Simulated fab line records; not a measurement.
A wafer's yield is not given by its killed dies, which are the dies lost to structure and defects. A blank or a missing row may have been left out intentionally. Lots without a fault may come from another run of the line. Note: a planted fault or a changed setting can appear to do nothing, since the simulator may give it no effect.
fab line records | flow sky130
record: lots: 12 | wafers: 36 | last-day: 50
route steps=708 shown POLY_GATE@236 LDD_N@253 LDD_HVP@286 SPACER@306 PAD_OPEN@708
lots that met no fault: from a run of the same line without faults
start-h: hours from the record's first day to the start of the lot's first wafer shown | wait-h: hours since the lot's step before | " same as the row above | L1.1+2: a single row standing in for several wafers | - no value, or no start was given | * or withheld: withheld | < > ~ a bound
route shown NAME@n: NAME is a module with steps in the file, n the number in the route of the first one | usual: the fault-free wafers' mean and standard deviation | same: alike in all rows | chamber/n: place in a boat | sites: each site's reading | _std_site: how widely they spread, as a standard deviation | _edge_site: inner sites' mean taken away from outer sites' mean | radius-mm: how far each site lies from the wafer's centre | mask NAME#n: copy n | behind: the last tool/chamber to shape the wafer | hold: the reason the lot was held/the length of the hold in hours/how it ended | device: whichever transistor did not switch (one of n, p or np) | end of line: tests of these same wafers at the route's end | for a step that has no rows: nothing shown but its recipe | killed: dies lost to structure and defects at the first sort, not the wafer's yield | map: shows each die of a wafer: x if killed, . if not, _ if none is there
set.NAME: the setting as run; set.NAME@STEP: as run at that earlier step | model.NAME: the simulator's own value behind a step, which no gauge read
the route's steps for a sample of lots (tables are steps, rows are wafers)
services: when a tool's chamber went out of use (start-h, in hours from the record's first day, below 0 if earlier), for how many hours, and the reason
== steps ==
step: SKY_POLY_GATE_CD_MEAS_22
usual: cd-nm: 149.4/2.8
lot.wafer | tool      | chamber | start-h | wait-h | cd-nm
L321.1    | cd-sem-02 | -       | 360.25  | 0.1    | 151.9
L321.3    | "         | -       | "       | "      | 152.0
L321.4    | "         | -       | "       | "      | 150.9
L322.1    | cd-sem-02 | -       | 371.41  | 0.1    | 144.0
L322.2    | "         | -       | "       | "      | 148.1
L322.5    | "         | -       | "       | "      | 146.7
L324.1    | cd-sem-01 | -       | 390.08  | 0.1    | 153.6
L324.2    | "         | -       | "       | "      | 151.3
L324.6    | "         | -       | "       | "      | 152.0
L325.1    | cd-sem-01 | -       | 400.09  | 0.1    | 147.1
L325.2    | "         | -       | "       | "      | 150.1
L325.5    | "         | -       | "       | "      | 147.5
L326.1    | cd-sem-02 | -       | 414.55  | 0.1    | 147.9
L326.3    | "         | -       | "       | "      | 145.6
L326.5    | "         | -       | "       | "      | 147.8
L327.1    | cd-sem-02 | -       | 417.30  | 0.1    | 149.0
L327.2    | "         | -       | "       | "      | 152.1
L327.6    | "         | -       | "       | "      | 152.3
L328.1    | cd-sem-02 | -       | 430.86  | 0.1    | 146.9
L328.3    | "         | -       | "       | "      | 149.3
L328.5    | "         | -       | "       | "      | 145.6
L329.2    | cd-sem-01 | -       | 430.89  | 0.1    | 144.6
L329.5    | "         | -       | "       | "      | 145.9
L329.6    | "         | -       | "       | "      | 149.0
L330.2    | cd-sem-01 | -       | 445.23  | 0.1    | 146.9
L330.4    | "         | -       | "       | "      | 149.6
L330.6    | "         | -       | "       | "      | 146.9
L331.2    | cd-sem-02 | -       | 452.26  | 0.1    | 148.8
L331.4    | "         | -       | "       | "      | 146.6
L331.6    | "         | -       | "       | "      | 149.2
L340.3    | cd-sem-02 | -       | 549.36  | 0.1    | 144.9
L340.4    | "         | -       | "       | "      | 148.3
L340.5    | "         | -       | "       | "      | 147.7
L341.1    | cd-sem-01 | -       | 565.50  | 0.1    | 146.8
L341.2    | "         | -       | "       | "      | 147.3
L341.4    | "         | -       | "       | "      | 151.2
step: SKY_LDD_N_STRIP_16
recipe: chemistry: O2/N2 | power-w: 1400 | pressure-mtorr: 1500 | platen-temp-c: withheld | o2-flow-sccm: 3000 | n2-flow-sccm: 300 | overash-fraction: 0.5
usual: drypump-motor-current-A: 5.6/0.32 | oes-product-au: 0.407/0.0047 | strip-time-to-endpoint-s: 4.325/0.017
lot.wafer | tool            | chamber | start-h | wait-h | drypump-motor-current-A | oes-product-au | rf-hours-counter-h | strip-time-to-endpoint-s
L321.1    | plasma-asher-04 | 0       | 390.55  | 0.1    | 5.4                     | 0.413          | 59                 | 4.332
L321.3    | "               | 0       | "       | "      | 5.4                     | 0.403          | -                  | 4.310
L321.4    | "               | 1       | "       | "      | 5.3                     | 0.403          | -                  | 4.320
L322.1    | plasma-asher-02 | 1       | 401.38  | 0.1    | 6.0                     | 0.405          | 28                 | 4.329
L322.2    | "               | 0       | "       | "      | 5.8                     | 0.409          | 28                 | 4.344
L322.5    | "               | 0       | "       | "      | 5.8                     | 0.407          | -                  | 4.324
L324.1    | plasma-asher-02 | 1       | 421.23  | 0.1    | 6.0                     | 0.402          | 30                 | 4.334
L324.2    | "               | 0       | "       | "      | 5.8                     | 0.403          | 30                 | 4.311
L324.6    | "               | 0       | "       | "      | 5.8                     | 0.392          | -                  | 4.321
L325.1    | plasma-asher-04 | 1       | 430.73  | 0.1    | 5.3                     | 0.411          | 63                 | 4.345
L325.2    | "               | 0       | "       | "      | 5.4                     | 0.410          | 63                 | 4.349
L325.5    | "               | 1       | "       | "      | 5.3                     | 0.414          | -                  | 4.341
L326.1    | plasma-asher-03 | 0       | 445.70  | 0.1    | 6.0                     | 0.411          | 1                  | 4.311
L326.3    | "               | 0       | "       | "      | 6.0                     | 0.409          | -                  | 4.316
L326.5    | "               | 1       | "       | "      | 5.3                     | 0.400          | -                  | 4.301
L327.1    | plasma-asher-04 | 1       | 449.10  | 0.1    | 5.3                     | 0.409          | 65                 | 4.325
L327.2    | "               | 0       | "       | "      | 5.3                     | 0.412          | 65                 | 4.331
L327.6    | "               | 0       | "       | "      | 5.4                     | 0.399          | -                  | 4.334
L328.1    | plasma-asher-04 | 0       | 462.48  | 0.1    | 5.3                     | 0.407          | 66                 | 4.321
L328.3    | "               | 1       | "       | "      | 5.3                     | 0.403          | -                  | 4.339
L328.5    | "               | 1       | "       | "      | 5.3                     | 0.407          | -                  | 4.338
L329.2    | plasma-asher-03 | 0       | 462.78  | 0.1    | 6.1                     | 0.403          | 3                  | 4.326
L329.5    | "               | 1       | "       | "      | 5.3                     | 0.406          | -                  | 4.328
L329.6    | "               | 0       | "       | "      | 6.1                     | 0.405          | -                  | 4.323
L330.2    | plasma-asher-03 | 1       | 477.08  | 0.1    | 5.3                     | 0.409          | 4                  | 4.338
L330.4    | "               | 1       | "       | "      | 5.3                     | 0.411          | -                  | 4.300
L330.6    | "               | 0       | "       | "      | 6.0                     | 0.406          | -                  | 4.331
L331.2    | plasma-asher-03 | 0       | 484.00  | 0.1    | 6.1                     | 0.399          | 5                  | 4.311
L331.4    | "               | 1       | "       | "      | 5.3                     | 0.406          | -                  | 4.293
L331.6    | "               | 0       | "       | "      | 6.0                     | 0.406          | -                  | 4.300
L340.3    | plasma-asher-02 | 1       | 579.26  | 0.1    | 5.9                     | 0.405          | -                  | 4.332
L340.4    | "               | 0       | "       | "      | 5.8                     | 0.401          | -                  | 4.312
L340.5    | "               | 0       | "       | "      | 5.8                     | 0.409          | -                  | 4.342
L341.1    | plasma-asher-04 | 0       | 595.75  | 0.1    | 5.3                     | 0.412          | 79                 | 4.311
L341.2    | "               | 1       | "       | "      | 5.3                     | 0.405          | 79                 | 4.344
L341.4    | "               | 0       | "       | "      | 5.3                     | 0.405          | -                  | 4.319
step: SKY_LDD_HVP_IMPLANT_08
recipe: species: B | energy-kev: 20 | dose-cm2: 1.7e+13 | tilt-deg: 17.9
usual: dose-ions-cm2: 1.6995e+13/1.5e+10 | faraday-current-uA: 95.6/1.7
lot.wafer | tool         | chamber | start-h | wait-h | dose-ions-cm2 | faraday-current-uA
L321.1    | implanter-02 | 0       | 482.03  | 0.0    | 1.6984e+13    | 91.5
L321.3    | "            | 0       | "       | "      | 1.7002e+13    | 92.2
L321.4    | "            | 0       | "       | "      | 1.7008e+13    | 95.1
L322.1    | implanter-01 | 0       | 493.15  | 0.0    | 1.6999e+13    | 93.2
L322.2    | "            | 0       | "       | "      | 1.699e+13     | 94.0
L322.5    | "            | 0       | "       | "      | 1.6991e+13    | 96.7
L324.1    | implanter-03 | 0       | 514.35  | 0.0    | 1.6967e+13    | 96.6
L324.2    | "            | 0       | "       | "      | 1.7008e+13    | 93.3
L324.6    | "            | 0       | "       | "      | 1.6977e+13    | 97.4
L325.1    | implanter-02 | 0       | 524.10  | 0.0    | 1.6997e+13    | 95.9
L325.2    | "            | 0       | "       | "      | 1.6994e+13    | 92.5
L325.5    | "            | 0       | "       | "      | 1.6996e+13    | 96.2
L326.1    | implanter-02 | 0       | 538.83  | 0.0    | 1.6974e+13    | 96.6
L326.3    | "            | 0       | "       | "      | 1.7e+13       | 96.3
L326.5    | "            | 0       | "       | "      | 1.7005e+13    | 94.2
L327.1    | implanter-01 | 0       | 540.63  | 0.0    | 1.7001e+13    | 96.5
L327.2    | "            | 0       | "       | "      | 1.6994e+13    | 99.1
L327.6    | "            | 0       | "       | "      | 1.698e+13     | 96.9
L328.1    | implanter-02 | 0       | 554.70  | 0.0    | 1.6986e+13    | 95.4
L328.3    | "            | 0       | "       | "      | 1.6986e+13    | 95.0
L328.5    | "            | 0       | "       | "      | 1.7009e+13    | 96.4
L329.2    | implanter-03 | 0       | 555.03  | 0.0    | 1.6977e+13    | 94.1
L329.5    | "            | 0       | "       | "      | 1.6992e+13    | 94.5
L329.6    | "            | 0       | "       | "      | 1.7023e+13    | 93.0
L330.2    | implanter-01 | 0       | 567.85  | 0.0    | 1.6997e+13    | 95.3
L330.4    | "            | 0       | "       | "      | 1.6989e+13    | 97.7
L330.6    | "            | 0       | "       | "      | 1.6965e+13    | 95.3
L331.2    | implanter-02 | 0       | 574.06  | 0.0    | 1.6983e+13    | 95.9
L331.4    | "            | 0       | "       | "      | 1.6969e+13    | 93.4
L331.6    | "            | 0       | "       | "      | 1.699e+13     | 98.4
L340.3    | implanter-03 | 0       | 666.70  | 0.1    | 1.9143e+13    | 104.9
L340.4    | "            | 0       | "       | "      | 1.9136e+13    | 109.7
L340.5    | "            | 0       | "       | "      | 1.9105e+13    | 107.2
L341.1    | implanter-03 | 0       | 682.23  | 0.7    | 1.916e+13     | 107.3
L341.2    | "            | 0       | "       | "      | 1.913e+13     | 112.0
L341.4    | "            | 0       | "       | "      | 1.9135e+13    | 110.2
step: SKY_LDD_HVP_TW_MEAS_10
usual: LDD_HVP_TW: 456/3.1
lot.wafer | tool          | chamber | start-h | wait-h | LDD_HVP_TW
L321.1    | film-metro-04 | -       | 482.28  | 0.1    | 457
L321.3    | "             | -       | "       | "      | 459
L321.4    | "             | -       | "       | "      | 458
L322.1    | film-metro-04 | -       | 493.40  | 0.1    | 461
L322.2    | "             | -       | "       | "      | 456
L322.5    | "             | -       | "       | "      | 458
L324.1    | film-metro-02 | -       | 514.60  | 0.1    | 454
L324.2    | "             | -       | "       | "      | 453
L324.6    | "             | -       | "       | "      | 454
L325.1    | film-metro-02 | -       | 524.35  | 0.1    | 455
L325.2    | "             | -       | "       | "      | 457
L325.5    | "             | -       | "       | "      | 455
L326.1    | film-metro-02 | -       | 539.08  | 0.1    | 456
L326.3    | "             | -       | "       | "      | 458
L326.5    | "             | -       | "       | "      | 456
L327.1    | film-metro-02 | -       | 540.88  | 0.1    | 459
L327.2    | "             | -       | "       | "      | 461
L327.6    | "             | -       | "       | "      | 459
L328.1    | film-metro-02 | -       | 554.95  | 0.1    | 454
L328.3    | "             | -       | "       | "      | 456
L328.5    | "             | -       | "       | "      | 453
L329.2    | film-metro-04 | -       | 555.26  | 0.1    | 460
L329.5    | "             | -       | "       | "      | 460
L329.6    | "             | -       | "       | "      | 459
L330.2    | film-metro-01 | -       | 568.09  | 0.1    | 454
L330.4    | "             | -       | "       | "      | 453
L330.6    | "             | -       | "       | "      | 454
L331.2    | film-metro-01 | -       | 574.29  | 0.1    | 455
L331.4    | "             | -       | "       | "      | 456
L331.6    | "             | -       | "       | "      | 456
L340.3    | film-metro-02 | -       | 666.92  | 0.1    | 468
L340.4    | "             | -       | "       | "      | 470
L340.5    | "             | -       | "       | "      | 469
L341.1    | film-metro-02 | -       | 682.48  | 0.1    | 471
L341.2    | "             | -       | "       | "      | 471
L341.4    | "             | -       | "       | "      | 469
step: SKY_SPACER_ETCHBACK_02
recipe: chemistry: CH3F/O2 | target: Si3N4 | stop-on: SiO2 | source-w: 400 | bias-w: 80 | pressure-mtorr: 25 | ch3f-flow-sccm: 40 | O2_flow_sccm: 30 | time-s: 46.7 | target-depth-a: 450
usual: drypump-motor-current-A: 5.7/0.34 | oes-product-au: 0.851/0.0064 | rf-fwd-power-W: 395.9/1.8 | throttle-valve-pct: 10.561/0.0093
same: time-s: 46.7
lot.wafer | tool        | chamber | start-h | wait-h | drypump-motor-current-A | oes-product-au | rf-fwd-power-W | rf-hours-counter-h | throttle-valve-pct
L321.1    | rie-diel-03 | 1       | 514.10  | 0.1    | 5.7                     | 0.859          | 393.3          | 11                 | 10.557
L321.3    | "           | 2       | "       | "      | 6.0                     | 0.855          | 394.6          | 43                 | 10.552
L321.4    | "           | 3       | "       | "      | 5.9                     | 0.842          | 395.6          | 35                 | 10.575
L322.1    | rie-diel-04 | 0       | 526.21  | 0.1    | 5.5                     | 0.843          | 394.9          | 1                  | 10.566
L322.2    | "           | 1       | "       | "      | 6.1                     | 0.846          | 396.4          | 12                 | 10.573
L322.5    | "           | 0       | "       | "      | 5.4                     | 0.844          | 395.5          | -                  | 10.557
L324.1    | rie-diel-02 | 3       | 546.83  | 0.1    | 6.0                     | 0.850          | 396.4          | 1                  | 10.536
L324.2    | "           | 0       | "       | "      | 5.3                     | 0.850          | 396.2          | 2                  | 10.547
L324.6    | "           | 2       | "       | "      | 5.9                     | 0.849          | 398.0          | -                  | 10.560
L325.1    | rie-diel-03 | 0       | 556.73  | 0.1    | 5.1                     | 0.842          | 395.1          | 71                 | 10.567
L325.2    | "           | 1       | "       | "      | 5.7                     | 0.843          | 393.0          | 12                 | 10.562
L325.5    | "           | 3       | "       | "      | 5.8                     | 0.856          | 397.2          | -                  | 10.543
L326.1    | rie-diel-02 | 1       | 569.74  | 0.1    | 5.2                     | 0.852          | 391.8          | 49                 | 10.568
L326.3    | "           | 2       | "       | "      | 5.8                     | 0.854          | 397.3          | 14                 | 10.577
L326.5    | "           | 2       | "       | "      | 5.8                     | 0.842          | 398.0          | -                  | 10.552
L327.1    | rie-diel-03 | 3       | 571.41  | 0.1    | 5.9                     | 0.839          | 397.3          | 36                 | 10.565
L327.2    | "           | 1       | "       | "      | 5.8                     | 0.855          | 393.8          | 12                 | 10.559
L327.6    | "           | 3       | "       | "      | 5.9                     | 0.851          | 397.8          | -                  | 10.560
L328.1    | rie-diel-02 | 3       | 585.83  | 0.1    | 6.0                     | 0.846          | 399.4          | 1                  | 10.562
L328.3    | "           | 0       | "       | "      | 5.3                     | 0.850          | 399.2          | 2                  | 10.562
L328.5    | "           | 2       | "       | "      | 5.8                     | 0.843          | 395.1          | -                  | 10.571
L329.2    | rie-diel-02 | 1       | 587.03  | 0.0    | 5.2                     | 0.840          | 394.3          | 49                 | 10.576
L329.5    | "           | 3       | "       | "      | 6.0                     | 0.839          | 397.0          | -                  | 10.539
L329.6    | "           | 2       | "       | "      | 5.9                     | 0.840          | 397.8          | -                  | 10.556
L330.2    | rie-diel-03 | 3       | 599.85  | 0.0    | 5.9                     | 0.852          | 396.8          | 37                 | 10.552
L330.4    | "           | 0       | "       | "      | 5.1                     | 0.854          | 398.1          | 72                 | 10.547
L330.6    | "           | 3       | "       | "      | 5.8                     | 0.851          | 397.0          | -                  | 10.574
L331.2    | rie-diel-04 | 3       | 606.58  | 0.0    | 6.1                     | 0.847          | 397.6          | 2                  | 10.564
L331.4    | "           | 2       | "       | "      | 5.5                     | 0.853          | 394.8          | 5                  | 10.560
L331.6    | "           | 3       | "       | "      | 6.1                     | 0.859          | 395.8          | -                  | 10.568
L340.3    | rie-diel-02 | 0       | 698.80  | 0.0    | 5.3                     | 0.854          | 397.8          | 4                  | 10.550
L340.4    | "           | 0       | "       | "      | 5.3                     | 0.859          | 399.1          | -                  | 10.560
L340.5    | "           | 2       | "       | "      | 5.8                     | 0.850          | 397.4          | -                  | 10.564
L341.1    | rie-diel-03 | 3       | 713.15  | 0.1    | 5.9                     | 0.859          | 395.6          | 40                 | 10.575
L341.2    | "           | 1       | "       | "      | 5.7                     | 0.844          | 393.9          | 15                 | 10.559
L341.4    | "           | 0       | "       | "      | 5.1                     | 0.854          | 395.5          | 2                  | 10.569
step: SKY_PAD_OPEN_PROBE_99
usual: killed_at_M0_to_M3: 44/7.2 | killed_at_M4_up: 3.1/1.7 | killed-at-contacts: 24/5.2 | killed-at-front-end: 15/4.1 | killed-at-other: 0.3/0.61 | killed-dies: 87/10 | killed-open: 48/7.5 | killed-short: 39/6.6
same: gross-dies: 492 | killed-at-back-side: 0
lot.wafer | tool      | chamber | start-h | wait-h | killed_at_M0_to_M3 | killed_at_M4_up | killed-at-contacts | killed-at-front-end | killed-at-other | killed-dies | killed-open | killed-short
L322.1    | prober-01 | -       | 1073.54 | 0.1    | 39                 | 2               | 19                 | 12                  | 1               | 73          | 44          | 29
L322.2    | prober-01 | -       | 1073.59 | 0.1    | 35                 | 3               | 21                 | 9                   | 1               | 69          | 44          | 24
L322.5    | prober-01 | -       | 1073.74 | 0.2    | 47                 | 3               | 29                 | 17                  | 0               | 96          | 59          | 37
L324.1    | prober-02 | -       | 1088.99 | 0.1    | 45                 | 2               | 29                 | 13                  | 0               | 89          | 52          | 37
L324.2    | prober-02 | -       | 1089.04 | 0.1    | 49                 | 5               | 26                 | 13                  | 0               | 93          | 49          | 44
L324.6    | prober-02 | -       | 1089.24 | 0.2    | 45                 | 2               | 38                 | 9                   | 0               | 94          | 56          | 38
L325.1    | prober-01 | -       | 1096.37 | 0.1    | 41                 | 5               | 18                 | 18                  | 0               | 82          | 37          | 45
L325.2    | prober-01 | -       | 1096.42 | 0.1    | 42                 | 4               | 14                 | 20                  | 0               | 80          | 39          | 40
L325.5    | prober-01 | -       | 1096.57 | 0.2    | 39                 | 6               | 17                 | 16                  | 0               | 78          | 37          | 41
L326.1    | prober-02 | -       | 1104.98 | 0.1    | 41                 | 4               | 26                 | 12                  | 0               | 83          | 53          | 29
L326.3    | prober-02 | -       | 1105.08 | 0.2    | 51                 | 2               | 23                 | 15                  | 0               | 91          | 40          | 51
L326.5    | prober-02 | -       | 1105.18 | 0.2    | 36                 | 4               | 24                 | 15                  | 1               | 80          | 46          | 34
L330.2    | prober-02 | -       | 1125.61 | 0.1    | 47                 | 4               | 29                 | 20                  | 1               | 101         | 55          | 45
L330.4    | prober-02 | -       | 1125.71 | 0.2    | 38                 | 5               | 15                 | 17                  | 1               | 76          | 36          | 39
L330.6    | prober-02 | -       | 1125.81 | 0.2    | 30                 | 1               | 22                 | 14                  | 0               | 67          | 34          | 33
killed by level:class
L322.1 VIA1:geometric-particle:open=13 CONTACT:geometric-particle:open=8 VIA3:geometric-particle:open=5 METAL1:geometric-particle:short=4 VIA2:geometric-particle:short=4 VIA2:geometric-particle:open=4 POLY_GATE:geometric-particle:open=3 LI_CONTACT:geometric-particle:open=3
L322.2 VIA1:geometric-particle:open=13 CONTACT:geometric-particle:open=10 VIA1:geometric-particle:short=8 LI_CONTACT:geometric-particle:open=5 VIA3:geometric-particle:open=5 VIA2:geometric-particle:open=4 CONTACT:geometric-particle:short=3 FIELD_ISO:geometric-particle:short=2
L322.5 LI_CONTACT:geometric-particle:open=13 VIA1:geometric-particle:open=10 CONTACT:geometric-particle:open=8 POLY_GATE:geometric-particle:open=6 METAL2:geometric-particle:short=6 VIA2:geometric-particle:open=6 VIA1:geometric-particle:short=5 METAL1:geometric-particle:short=5
L324.1 CONTACT:geometric-particle:open=13 VIA1:geometric-particle:open=9 VIA2:geometric-particle:open=9 FIELD_ISO:geometric-particle:open=7 VIA1:geometric-particle:short=7 CONTACT:geometric-particle:short=6 METAL2:geometric-particle:short=5 VIA3:geometric-particle:open=5
L324.2 METAL1:geometric-particle:short=11 VIA1:geometric-particle:open=10 CONTACT:geometric-particle:open=9 VIA3:geometric-particle:open=7 LI_CONTACT:geometric-particle:open=6 VIA2:geometric-particle:open=5 LI_CONTACT:geometric-particle:short=4 METAL4:geometric-particle:short=4
L324.6 CONTACT:geometric-particle:open=12 LI_CONTACT:geometric-particle:open=12 CONTACT:geometric-particle:short=8 VIA1:geometric-particle:open=8 VIA3:geometric-particle:open=7 METAL2:geometric-particle:short=5 VIA2:geometric-particle:open=5 LI_CONTACT:geometric-particle:short=4
L325.1 CONTACT:geometric-particle:short=8 VIA3:geometric-particle:open=8 METAL2:geometric-particle:short=7 POLY_GATE:geometric-particle:short=6 POLY_GATE:geometric-particle:open=6 VIA1:geometric-particle:open=6 VIA2:geometric-particle:open=5 FIELD_ISO:geometric-particle:short=4
L325.2 VIA1:geometric-particle:open=14 FIELD_ISO:geometric-particle:open=6 METAL3:geometric-particle:short=5 VIA3:geometric-particle:open=5 FIELD_ISO:geometric-particle:short=4 POLY_GATE:geometric-particle:open=4 POLY_GATE:geometric-particle:short=4 LOCAL_INTERCONNECT:geometric-particle:short=4
L325.5 VIA1:geometric-particle:open=9 VIA1:geometric-particle:short=6 METAL2:geometric-particle:short=6 POLY_GATE:geometric-particle:open=5 LOCAL_INTERCONNECT:geometric-particle:short=5 CONTACT:geometric-particle:open=4 VIA2:geometric-particle:open=4 METAL3:geometric-particle:short=4
L326.1 CONTACT:geometric-particle:open=12 METAL2:geometric-particle:short=12 VIA1:geometric-particle:open=10 LI_CONTACT:geometric-particle:open=8 VIA2:geometric-particle:open=6 VIA3:geometric-particle:open=6 FIELD_ISO:geometric-particle:open=5 CONTACT:geometric-particle:short=3
L326.3 VIA1:geometric-particle:open=12 CONTACT:geometric-particle:short=8 METAL1:geometric-particle:short=8 VIA3:geometric-particle:open=8 VIA2:geometric-particle:open=7 LOCAL_INTERCONNECT:geometric-particle:short=6 POLY_GATE:geometric-particle:short=5 CONTACT:geometric-particle:open=5
L326.5 CONTACT:geometric-particle:open=11 METAL2:geometric-particle:short=10 VIA1:geometric-particle:open=8 FIELD_ISO:geometric-particle:open=5 LI_CONTACT:geometric-particle:open=5 VIA2:geometric-particle:open=4 CONTACT:geometric-particle:short=4 FIELD_ISO:geometric-particle:short=3
L330.2 CONTACT:geometric-particle:open=12 LI_CONTACT:geometric-particle:open=8 VIA3:geometric-particle:open=8 VIA2:geometric-particle:open=8 POLY_GATE:geometric-particle:short=7 METAL1:geometric-particle:short=7 VIA1:geometric-particle:open=7 METAL2:geometric-particle:short=6
L330.4 CONTACT:geometric-particle:open=10 METAL1:geometric-particle:short=8 METAL2:geometric-particle:short=6 VIA2:geometric-particle:open=6 FIELD_ISO:geometric-particle:short=5 VIA1:geometric-particle:open=5 SPACER:geometric-particle:short=4 VIA1:geometric-particle:short=4
L330.6 CONTACT:geometric-particle:short=8 METAL2:geometric-particle:short=6 POLY_GATE:geometric-particle:open=5 CONTACT:geometric-particle:open=5 VIA2:geometric-particle:open=5 LI_CONTACT:geometric-particle:open=4 LOCAL_INTERCONNECT:geometric-particle:short=4 METAL1:geometric-particle:short=3
== services ==
tool            | chamber | start-h | hours | kind
implanter-02    | -       | 390.75  | 0.9   | repair
rie-diel-03     | 0       | 407.09  | 3.6   | repair
plasma-asher-04 | -       | 425.99  | 0.6   | repair
rie-diel-03     | 2       | 447.76  | 11.5  | repair
implanter-02    | -       | 455.56  | 3.8   | repair
rie-diel-02     | 2       | 488.00  | 9.5   | repair
rie-diel-03     | 1       | 489.10  | 4.3   | repair
rie-diel-03     | 0       | 509.13  | 2.6   | repair
plasma-asher-04 | -       | 518.61  | 0.8   | repair
rie-diel-02     | -       | 520.40  | 0.5   | repair
rie-diel-03     | 1       | 520.50  | 5.3   | repair
rie-diel-02     | 1       | 527.49  | 3.1   | repair
plasma-asher-04 | -       | 535.12  | 7.9   | repair
rie-diel-02     | 3       | 536.54  | 5.0   | repair
rie-diel-03     | 2       | 555.30  | 7.2   | repair
rie-diel-02     | 2       | 613.21  | 47.4  | repair
rie-diel-02     | -       | 635.45  | 0.9   | repair
rie-diel-02     | 3       | 638.18  | 1.3   | repair
implanter-02    | -       | 651.29  | 94.5  | pm
rie-diel-03     | 1       | 660.88  | 10.4  | repair
rie-diel-02     | 3       | 667.20  | 1.8   | repair
rie-diel-02     | -       | 667.82  | 0.4   | repair
rie-diel-02     | 3       | 696.50  | 7.9   | repair
rie-diel-03     | -       | 712.80  | 0.2   | repair
== key ==
first-sign: step: SKY_LDD_HVP_IMPLANT_08 | reading: dose-ions-cm2 | direction: up | sigmas: 99+ | usual: * | struck: *
effect: step: SKY_LDD_HVP_IMPLANT_08 | reading: faraday-current-uA | direction: up | sigmas: 7.5 | usual: 95.6 | struck: 108.6
effect: step: SKY_LDD_HVP_TW_MEAS_10 | reading: LDD_HVP_TW | direction: up | sigmas: 4.5 | usual: 456 | struck: 470
met-at SKY_LDD_HVP_IMPLANT_08
struck-lots L340,L341
tester-left-out L340,L341
not-acting-at SKY_POLY_GATE_CD_MEAS_22,SKY_LDD_N_STRIP_16,SKY_SPACER_ETCHBACK_02
onset-between 555.03 666.70
fault: kind: process-parameter-drift | tool: implanter-03 | chamber: - | onset-h: 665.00 | steps: SKY_LDD_HVP_IMPLANT_08 | channel: dose-cm2 | offset: * | shape: step | end-h: 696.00 | acts-in: * | stated: *
tester-left-out: of these lots the tester's yield and bins aren't shown, on N5 and GAA mostly nor the transistor test; their killed dies are dies lost to structure and defects alone, not to doping, threshold or leakage, so they don't give the yield
